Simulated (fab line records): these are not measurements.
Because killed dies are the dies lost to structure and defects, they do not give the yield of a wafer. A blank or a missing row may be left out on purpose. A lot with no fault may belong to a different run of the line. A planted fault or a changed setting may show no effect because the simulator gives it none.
Which tool did it? :: flow gf180mcu :: 12 lots (36 wafers sampled), 1 step of a 602-step route

== WHAT THE GAUGES SHOWED, per wafer ==
GF_POLY_GATE_CD_MEAS_10 targets a cd of 280 nm.
lot: L074
measured: day 9 15:48
on: cdSem-02
cdNm (nm): 277.8 277.0 276.2

lot: L077
measured: day 10 06:02
on: cdSem-01
cdNm (nm): 280.3 280.1 280.8

lot: L079
measured: day 10 14:47
on: cdSem-01
cdNm (nm): 280.5 280.1 280.1

lot: L081
measured: day 11 06:43
on: cdSem-01
cdNm (nm): 277.8 276.6 277.0

lot: L083
measured: day 11 15:37
on: cdSem-01
cdNm (nm): 281.6 279.9 279.7

lot: L085
measured: day 12 08:38
on: cdSem-02
cdNm (nm): 280.7 280.1 280.2

lot: L087
measured: day 13 04:52
on: cdSem-02
cdNm (nm): 279.8 280.7 280.6

lot: L089
measured: day 13 20:07
on: cdSem-02
cdNm (nm): 280.9 281.4 281.7

lot: L091
measured: day 14 22:02
on: cdSem-01
cdNm (nm): 278.9 279.9 280.3

lot: L093
measured: day 15 08:00
on: cdSem-01
cdNm (nm): 279.2 279.3 277.9

lot: L094
measured: day 15 23:48
on: cdSem-02
cdNm (nm): 281.0 281.8 280.0

lot: L097
measured: day 16 16:34
on: cdSem-02
cdNm (nm): 280.6 281.1 279.1

== TOOL THAT RAN EACH LOT (tool first, then ch and the chambers of the sampled wafers, then the start) ==
The record holds no process step before these readings.

== THE ANSWER, worked out from the rows above alone ==
Rule: the usual values come from the lots themselves. Put in order of their means at a reading, lots are off if they are a third of the lots or fewer, leave a main group of 4 or more, and stand apart from it by a gap of 3 or more times the standard deviation of the main group's means; of several such gaps the widest counts. A main group is skipped when, at the precision printed for the reading in the tables above, its means are all equal. A lot without any number at a reading at which 4 lots or more have one is off too. Any other lot the step has rows for is counted as sound.
None of the lots is off at any reading shown; this tells nothing.

== WHAT WAS PUT IN BY THE SIMULATOR ==
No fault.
